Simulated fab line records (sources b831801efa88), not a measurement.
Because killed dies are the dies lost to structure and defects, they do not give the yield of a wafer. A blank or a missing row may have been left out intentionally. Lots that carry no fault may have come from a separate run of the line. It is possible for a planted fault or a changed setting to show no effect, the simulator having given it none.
Which tool is to blame?    flow sky130    48 wafers from 16 lots sampled at 5 of the route's 708 steps

== WHAT THE GAUGES SHOWED, per wafer ==
SKY_VT_ADJUST_HVTP_OVL_MEAS_08. Usual: VT_ADJUST_HVTP_OVL 0.7 nm, standard deviation 1.3.
lot   measured      on          VT_ADJUST_HVTP_OVL (nm)  flag
L882  day 6 02:43   overlay-02  -0.2 0.6 1.0             
L883  day 6 09:26   overlay-02  2.7 1.4 1.1              
L885  day 6 17:17   overlay-02  -0.7 0.6 0.2             
L887  day 7 19:20   overlay-01  -0.8 1.6 0.1             
L888  day 7 20:40   overlay-01  1.1 -0.2 1.4             
L886  day 7 20:52   overlay-02  -1.5 0.9 1.3             
L890  day 8 06:56   overlay-01  1.6 0.2 1.3              
L891  day 8 10:28   overlay-02  -0.7 -0.1 0.4            
L892  day 8 14:10   overlay-02  0.3 0.2 0.4              
L893  day 9 00:52   overlay-02  2.1 1.0 1.2              
L894  day 9 08:14   overlay-01  1.0 -0.5 1.3             
L895  day 9 13:37   overlay-01  0.7 2.4 2.3              
L896  day 9 17:52   overlay-02  0.2 -0.5 -0.2            
L897  day 9 23:55   overlay-02  1.3 -0.3 1.6             
L898  day 10 06:44  overlay-02  1.1 0.2 0.2              
L903  day 11 17:40  overlay-02  -0.5 1.6 -0.5            

SKY_VT_ADJUST_LVTN_OVL_MEAS_07. Usual: VT_ADJUST_LVTN_OVL -0.4 nm, standard deviation 1.3.
lot   measured      on          VT_ADJUST_LVTN_OVL (nm)  flag
L882  day 6 22:13   overlay-01  0.6 3.1 2.5              
L883  day 7 05:05   overlay-01  -2.2 -1.8 -0.9           
L885  day 7 13:20   overlay-01  -0.1 -2.8 0.1            
L887  day 8 16:22   overlay-02  1.0 0.5 -0.1             
L888  day 8 17:18   overlay-02  -2.3 -2.0 -2.1           
L886  day 8 17:35   overlay-02  -3.0 0.4 -1.1            
L890  day 9 04:18   overlay-01  0.4 -0.6 1.4             
L891  day 9 07:49   overlay-01  0.2 -0.5 0.6             
L892  day 9 10:54   overlay-01  -0.7 0.5 -0.2            
L893  day 9 22:02   overlay-02  1.1 -0.2 -0.4            
L894  day 10 06:16  overlay-01  -1.8 -0.2 -1.0           
L895  day 10 11:45  overlay-01  -0.5 0.1 0.2             
L896  day 10 15:57  overlay-01  1.2 1.4 2.6              
L897  day 10 22:45  overlay-01  -0.7 -0.7 -1.3           
L898  day 11 05:49  overlay-02  -0.3 0.3 -0.2            
L903  day 12 18:14  overlay-02  -1.6 -1.1 -1.7           

== EACH LOT AND THE TOOL THAT RAN IT (in order: tool; ch and the chambers of the sampled wafers; start) ==
lot   SKY_FIELD_ISO_ETCH_17            SKY_NWELL_COAT_18                  SKY_NWELL_STRIP_25
L882  rie_si-01 ch 0,1,3, day 2 04:59  litho_track-04 ch 0, day 4 22:24   plasma_asher-04 ch 1, day 5 07:55
L883  rie_si-02 ch 0,1,3, day 2 09:56  litho_track-01 ch 0, day 5 04:49   plasma_asher-01 ch 0,1, day 5 14:19
L885  rie_si-02 ch 1,2, day 2 18:58    litho_track-04 ch 0, day 5 12:25   plasma_asher-02 ch 1, day 5 21:37
L887  rie_si-02 ch 1,2,3, day 3 16:07  litho_track-01 ch 0, day 6 13:32   plasma_asher-02 ch 0,1, day 6 23:58
L888  rie_si-01 ch 2,3, day 3 16:28    litho_track-04 ch 0, day 6 13:57   plasma_asher-04 ch 0,1, day 7 00:04
L886  rie_si-02 ch 1,2, day 3 16:44    litho_track-03 ch 0, day 6 15:05   plasma_asher-04 ch 0,1, day 7 01:11
L890  rie_si-01 ch 0,1,3, day 3 22:43  litho_track-01 ch 0, day 7 00:44   plasma_asher-02 ch 0,1, day 7 10:25
L891  rie_si-01 ch 0,1,2, day 4 03:07  litho_track-01 ch 0, day 7 03:26   plasma_asher-02 ch 0,1, day 7 13:52
L892  rie_si-02 ch 1,3, day 4 07:58    litho_track-04 ch 0, day 7 05:57   plasma_asher-02 ch 0,1, day 7 17:07
L893  rie_si-01 ch 0,1,2, day 4 13:19  litho_track-04 ch 0, day 7 16:30   plasma_asher-01 ch 0, day 8 02:28
L894  rie_si-01 ch 1,2,3, day 4 21:25  litho_track-01 ch 0, day 7 23:14   plasma_asher-04 ch 0,1, day 8 10:15
L895  rie_si-01 ch 0,2,3, day 5 01:55  litho_track-04 ch 0, day 8 03:27   plasma_asher-02 ch 1, day 8 15:14
L896  rie_si-02 ch 0,2,3, day 5 06:14  litho_track-01 ch 0, day 8 09:41   plasma_asher-04 ch 0,1, day 8 20:02
L897  rie_si-02 ch 0,1,3, day 5 11:25  litho_track-01 ch 0, day 8 15:10   plasma_asher-01 ch 0,1, day 9 01:55
L898  rie_si-01 ch 2,3, day 5 15:13    litho_track-01 ch 0, day 8 21:19   plasma_asher-02 ch 1, day 9 08:41
L903  rie_si-02 ch 1,2,3, day 6 18:47  litho_track-03 ch 0, day 10 06:30  plasma_asher-04 ch 0,1, day 10 18:14
- SKY_FIELD_ISO_ETCH_17: etches Si in HBr/Cl2/O2, target depth 342 nm, time 97.7 s.
- SKY_NWELL_COAT_18: resist thk 3000 nm.
- SKY_NWELL_STRIP_25: strips in O2/N2.

== AS READ BY THE TOOLS THEMSELVES (means over the sampled wafers that have a number; for cases with no such wafer, the mark the record gives instead) ==
SKY_FIELD_ISO_ETCH_17. Usual: HBr_flow_sccm 150.0 sccm, standard deviation 0.45; chamber_pressure_mTorr 14.999 mTorr, standard deviation 0.014; drypump_motor_current_A 5.8 A, standard deviation 0.32; he_backside_leak_sccm 2.85 sccm, standard deviation 0.18; oes_product_au 0.998 a.u., standard deviation 0.011; rf_fwd_power_W 596.2 W, standard deviation 2.3; throttle_valve_pct 25.659 %, standard deviation 0.011.
lot   tool       HBr_flow_sccm (sccm)  chamber_pressure_mTorr (mTorr)  drypump_motor_current_A (A)  he_backside_leak_sccm (sccm)  oes_product_au (a.u.)  rf_fwd_power_W (W)  throttle_valve_pct (%)  flag
L882  rie_si-01  149.6                 14.998                          5.9                          2.80                          1.007                  594.9               25.647                  
L883  rie_si-02  150.2                 14.991                          5.4                          2.95                          0.990                  596.4               25.665                  
L885  rie_si-02  149.8                 15.004                          5.7                          2.80                          0.987                  594.0               25.654                  
L887  rie_si-02  149.9                 14.996                          5.8                          2.89                          0.996                  595.5               25.665                  
L888  rie_si-01  149.7                 15.001                          5.9                          2.84                          1.007                  594.8               25.653                  
L886  rie_si-02  150.3                 15.011                          5.9                          2.71                          0.992                  596.5               25.670                  
L890  rie_si-01  150.0                 14.998                          5.9                          2.84                          1.004                  596.9               25.658                  
L891  rie_si-01  150.0                 15.003                          5.8                          2.90                          1.002                  594.6               25.665                  
L892  rie_si-02  150.3                 14.996                          5.8                          3.13                          0.993                  594.9               25.666                  
L893  rie_si-01  150.1                 14.997                          5.8                          2.85                          0.996                  594.2               25.657                  
L894  rie_si-01  149.7                 15.000                          5.9                          2.91                          1.004                  595.7               25.655                  
L895  rie_si-01  150.6                 15.000                          5.9                          3.05                          1.007                  595.6               25.647                  
L896  rie_si-02  150.0                 15.010                          5.7                          2.89                          0.998                  597.8               25.669                  
L897  rie_si-02  150.2                 15.003                          5.4                          2.84                          0.992                  597.0               25.658                  
L898  rie_si-01  149.6                 14.992                          5.9                          3.02                          1.007                  592.8               25.658                  
L903  rie_si-02  150.0                 14.975                          5.8                          2.75                          0.992                  595.3               25.652                  

SKY_NWELL_COAT_18. Usual: chill_plate_temp_C at 23.03 C, with a standard deviation of 0.092.
lot   tool            chill_plate_temp_C (C)  flag
L882  litho_track-04  23.10                   
L883  litho_track-01  22.94                   
L885  litho_track-04  23.02                   
L887  litho_track-01  22.94                   
L888  litho_track-04  22.92                   
L886  litho_track-03  23.01                   
L890  litho_track-01  22.96                   
L891  litho_track-01  23.07                   
L892  litho_track-04  22.98                   
L893  litho_track-04  23.13                   
L894  litho_track-01  23.11                   
L895  litho_track-04  23.00                   
L896  litho_track-01  23.01                   
L897  litho_track-01  23.03                   
L898  litho_track-01  22.97                   
L903  litho_track-03  22.96                   

SKY_NWELL_STRIP_25. Usual: chamber_pressure_mTorr 1499.9 mTorr, standard deviation 1.5; drypump_motor_current_A 5.6 A, standard deviation 0.44; oes_product_au 0.722 a.u., standard deviation 0.0044; strip_time_to_endpoint_s 36.95 s, standard deviation 0.089.
lot   tool             chamber_pressure_mTorr (mTorr)  drypump_motor_current_A (A)  oes_product_au (a.u.)  strip_time_to_endpoint_s (s)  flag
L882  plasma_asher-04  1499.1                          5.6                          0.725                  36.94                         
L883  plasma_asher-01  1500.5                          6.3                          0.728                  36.99                         
L885  plasma_asher-02  1498.1                          5.7                          0.721                  37.05                         
L887  plasma_asher-02  1499.3                          5.1                          0.723                  36.96                         
L888  plasma_asher-04  1500.5                          5.5                          0.723                  36.92                         
L886  plasma_asher-04  1500.5                          5.5                          0.723                  36.88                         
L890  plasma_asher-02  1501.1                          5.2                          0.723                  36.85                         
L891  plasma_asher-02  1500.0                          5.2                          0.723                  36.93                         
L892  plasma_asher-02  1499.0                          5.2                          0.721                  36.98                         
L893  plasma_asher-01  1500.8                          6.2                          0.717                  37.02                         
L894  plasma_asher-04  1499.6                          5.5                          0.720                  31.75                         OFF
L895  plasma_asher-02  1498.6                          5.7                          0.720                  36.83                         
L896  plasma_asher-04  1500.3                          5.5                          0.719                  31.75                         OFF
L897  plasma_asher-01  1499.0                          6.2                          0.726                  31.66                         OFF
L898  plasma_asher-02  1500.0                          5.7                          0.716                  31.77                         OFF
L903  plasma_asher-04  1500.5                          5.5                          0.722                  36.98                         

== THE ANSWER, worked out from the rows above alone ==
Rule: lot off if the mean of its wafers having a number is beyond 3 standard deviations from the usual mean. A lot without any number at a reading at which 4 lots or more have one is off too. All remaining lots with rows at the step are treated as sound. The gauges are gone through in route order, then the tools' own readings, and for those a lot's mean is taken as printed above. The first step at which some lot is off is used, and at that step the reading that is off furthest; a lot without a number counts as furthest.
Off: L894, L896, L897, L898 (SKY_NWELL_STRIP_25, strip_time_to_endpoint_s).
A tool fits if, at that step or a process step before it, it ran every lot that is off, and no sound lot after the first of them. One fits: litho_track-01 at SKY_NWELL_COAT_18. A fault onset in the window from L891 (day 7 03:26, its last sound lot) to L894 (day 7 23:14, its first lot off) fits.

== WHAT THE SIMULATOR HAD PUT IN ==
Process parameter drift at SKY_NWELL_COAT_18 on litho_track-01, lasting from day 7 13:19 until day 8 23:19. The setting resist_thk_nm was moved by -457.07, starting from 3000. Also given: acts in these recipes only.
Shown lots that were struck: L894, L896, L897, L898. The rule given above showed the same thing.
